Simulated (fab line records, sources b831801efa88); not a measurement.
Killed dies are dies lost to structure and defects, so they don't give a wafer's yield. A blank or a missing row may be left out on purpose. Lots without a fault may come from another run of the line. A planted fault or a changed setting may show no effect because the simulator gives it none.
A struck lot beside a sound one | flow sky130 | 14 steps out of a route of 708
Sound: wafers L796.2, L796.4, L796.5. Struck: wafers L810.1, L810.3, L810.6. The cause comes at the end.
At each step with rows: each side's tool, then ch and its chambers, then its first start. Under that, the readings that differ: sound wafers | struck wafers | difference of the means | sigmas: that difference in standard deviations of wafers without a fault.
alike: readings whose means differ by less than 2 such deviations, and words and numbers that are the same on both sides. not compared: withheld readings, readings that some wafer has no value for, bounds like >300 that may hide the same value, and numbers for which the record gives no deviation and whose values overlap.
The two part at a step that has a row with sigmas, a row that says differs or no value, or rows on one side only. Numbers that don't overlap but have no deviation are shown without sigmas and don't part them. A reading that every wafer of one side lacks parts them only if that side has two wafers or more.

SKY_VIA3_OVL_MEAS_13:
  sound on overlay-01, day 41 19:01; struck on overlay-02, day 45 10:16
  reading       | sound | struck     | difference | sigmas
  VIA3_OVL (nm) | 6 2 5 | -12 -12 -1 | -13        | -2
SKY_VIA3_ETCH_14: etches BARC in N2/H2, stops on SiO2, time 45.9 s, target depth 60 nm.
  sound on rie_diel-02 ch 1,3, day 41 19:03; struck on rie_diel-01 ch 2,3, day 45 10:18
  alike: drypump_motor_current_A, oes_product_au, rf_fwd_power_W, throttle_valve_pct
  not compared: rf_hours_counter_h
then, 1 step without rows for these wafers: SKY_VIA3_ETCH_15 (etches SiO2 in C4F8/O2/Ar, stops on TiN, target depth 507 nm, time 78 s).
SKY_VIA3_STRIP_16: strips in O2/N2.
  sound on plasma_asher-04 ch 0,1, day 41 19:09; struck on plasma_asher-04 ch 1, day 45 10:24
  alike: drypump_motor_current_A, o2_flow_sccm, oes_product_au, strip_time_to_endpoint_s
  not compared: rf_hours_counter_h
then, 3 steps without rows for these wafers: SKY_VIA3_STRIP_17 (strips in post etch residue remover, time 1200 s); SKY_VIA3_CLEAN_18 (cleans in IPA, time 180 s); SKY_VIA3_CLEAN_19 (cleans in O3/DIW).
SKY_VIA3_SPUTTER_20: material TiN, target thk 20 nm, time 80 s.
  sound on pvd_sputter-01, day 41 19:45; struck on pvd_sputter-03, day 45 11:02
  alike: cathode_dc_power_W, chamber_pressure_pa, throttle_valve_pct
SKY_VIA3_CVD_21: deposits W, target thk 390 nm, time 117.31 s.
  sound on cvd_w-02 ch 0,1, day 41 19:49; struck on cvd_w-01 ch 0,1, day 45 11:05
  alike: heater_power_w
SKY_VIA3_RS_MEAS_22: measures by four-point-probe.
  sound on film_metro-04, day 41 19:57; struck on film_metro-04, day 45 11:13
  reading            | sound             | struck            | difference | sigmas
  VIA3_W_RS (ohm/sq) | 0.290 0.300 0.301 | 0.285 0.284 0.291 | -0.010     | -2
SKY_VIA3_THK_MEAS_23: measures by xrf.
  sound on film_metro-04, day 41 20:04; struck on film_metro-04, day 45 11:20
  alike: VIA3_W_THK
SKY_VIA3_CMP_24: polishes, stops on SiO2, t overpolish 20 s, target thk 0 nm.
  sound on cmp-01 ch 0,2, day 41 20:16; struck on cmp-02 ch 0,1,3, day 45 11:34
  reading                | sound    | struck    | difference | sigmas
  time_to_endpoint_s (s) | 90 92 89 | 99 106 96 | +10        | +3
  alike: edge_zone_pressure_frac, motor_current_A, overpolish_run_s
SKY_METAL4_SPUTTER_00: material Ti, target thk 15 nm, time 10 s.
  sound on pvd_sputter-02, day 41 20:31; struck on pvd_sputter-03, day 45 11:46
  no value came back on the struck wafers for cathode_dc_power_W (W), chamber_pressure_pa (Pa), throttle_valve_pct (%); on the sound wafers cathode_dc_power_W (W) reads 3000.7 2999.8 2999.5
then, 1 step without rows for these wafers: SKY_METAL4_SPUTTER_01 (material TiN, target thk 20 nm, time 16.7 s).

WHERE THEY PART
First at SKY_VIA3_OVL_MEAS_13; last, within this record, at SKY_METAL4_SPUTTER_00.

WHY: what the simulator had put in
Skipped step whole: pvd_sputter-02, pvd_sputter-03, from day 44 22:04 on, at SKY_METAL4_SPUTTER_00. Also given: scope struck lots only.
